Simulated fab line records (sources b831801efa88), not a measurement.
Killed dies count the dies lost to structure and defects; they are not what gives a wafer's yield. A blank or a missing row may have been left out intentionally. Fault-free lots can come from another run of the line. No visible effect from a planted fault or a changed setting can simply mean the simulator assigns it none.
One fault seen from 2 desks || flow sky130 || each desk holds nothing but its own numbers, with what lay behind them at the end

== THE TOOL OWNER'S DESK: implanter-02 ==
The tool's own readings at SKY_NWELL_IMPLANT_13, given as means over the sampled wafers that have a number, one for each lot that went through this tool. If a lot's mean is further than 4 standard deviations from the usual mean, the lot is out of limits and carries the mark OUT (the distance appears in the brackets).
Columns: A = dose ions cm2 at SKY_NWELL_IMPLANT_13, usual 6.999e+11; B = faraday current uA at SKY_NWELL_IMPLANT_13, usual 3.94
{"lot": "L557", "first seen here": "day 5 05:34", "A": 6.997e+11, "B": 3.98}
{"lot": "L559", "first seen here": "day 5 18:19", "A": 7.006e+11, "B": 3.96}
{"lot": "L560", "first seen here": "day 6 00:50", "A": 7.004e+11, "B": 3.92}
{"lot": "L561", "first seen here": "day 6 05:40", "A": 6.996e+11, "B": 3.92}
{"lot": "L562", "first seen here": "day 6 10:56", "A": "4.292e+11 (-99 or more) OUT", "B": "2.42 (-19) OUT"}
{"lot": "L564", "first seen here": "day 7 03:58", "A": "4.282e+11 (-99 or more) OUT", "B": "2.42 (-19) OUT"}
{"lot": "L575", "first seen here": "day 9 16:40", "A": 6.999e+11, "B": 3.91}
{"lot": "L576", "first seen here": "day 9 22:50", "A": 6.993e+11, "B": 3.87}
This desk's verdict: out of limits on L562, L564, starting with L562 at day 6 10:56 (dose ions cm2 at SKY_NWELL_IMPLANT_13). Within limits: L557, L559, L560, L561, L575, L576.

== METROLOGY DESK ==
What the gauges read, lot by lot, whatever tool the lot ran on: means of the sampled wafers that have a number. If a lot's mean is further than 4 standard deviations from the usual mean, the lot is out of limits and carries the mark OUT (the distance appears in the brackets).
Columns: A = PWDE_OVL at SKY_PWDE_OVL_MEAS_07, usual 0.9 nm; B = NWELL_RS at SKY_NWELL_RS_MEAS_29, usual 624.8 ohm/sq; C = cd nm at SKY_LI_CONTACT_CD_MEAS_12, usual 170.0 nm; D = LOCAL_INTERCONNECT_OVL at SKY_LOCAL_INTERCONNECT_OVL_MEAS_12, usual -1 nm
{"lot": "L554", "first seen here": "day 3 23:22", "A": 0.3, "B": 624.5, "C": 170.7, "D": -6}
{"lot": "L557", "first seen here": "day 4 12:23", "A": 0.8, "B": 624.5, "C": 168.8, "D": 2}
{"lot": "L558", "first seen here": "day 4 14:56", "A": 1.6, "B": 627.1, "C": 171.9, "D": -2}
{"lot": "L559", "first seen here": "day 4 23:59", "A": 0.8, "B": 625.0, "C": 172.0, "D": -6}
{"lot": "L560", "first seen here": "day 5 05:35", "A": 0.9, "B": 624.0, "C": 169.6, "D": 9}
{"lot": "L561", "first seen here": "day 5 10:50", "A": -0.1, "B": 624.9, "C": 170.1, "D": 0}
{"lot": "L562", "first seen here": "day 5 15:48", "A": 1.7, "B": "633.9 (+5.3) OUT", "C": 169.5, "D": 6}
{"lot": "L563", "first seen here": "day 5 22:44", "A": 0.6, "B": 626.8, "C": 171.0, "D": 4}
{"lot": "L564", "first seen here": "day 6 07:56", "A": 0.5, "B": 631.1, "C": 169.9, "D": -3}
{"lot": "L565", "first seen here": "day 6 09:14", "A": 1.8, "B": 624.2, "C": 170.8, "D": 2}
{"lot": "L575", "first seen here": "day 8 17:12", "A": 2.1, "B": 623.6, "C": 168.2, "D": 3}
{"lot": "L576", "first seen here": "day 9 00:31", "A": 0.7, "B": 627.1, "C": 170.3, "D": -12}
{"lot": "L577", "first seen here": "day 9 04:53", "A": -1.1, "B": 624.3, "C": 169.0, "D": -15}
This desk finds L562 out of limits, with the earliest case on L562 at day 7 06:30 (NWELL_RS at SKY_NWELL_RS_MEAS_29). Within limits: L554, L557, L558, L559, L560, L561, L563, L564, L565, L575, L576, L577.

== BROUGHT TOGETHER ==
On L562, L564, at day 6 10:56, an alarm was possible from the tool owner's desk.
L562 would have let the metrology desk raise an alarm at day 7 06:30.
The metrology desk holds a record of L564, inside its limits.
Of the lots named, all ran SKY_NWELL_IMPLANT_13 on implanter-02.

== WHAT THE SIMULATOR HAD INSERTED ==
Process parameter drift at SKY_NWELL_IMPLANT_13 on implanter-02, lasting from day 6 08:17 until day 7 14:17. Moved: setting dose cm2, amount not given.
Lots struck among those shown: L562, L564.
Fault start to first reading out of limits, in hours, per desk: tool owner, 3; metrology, 22.
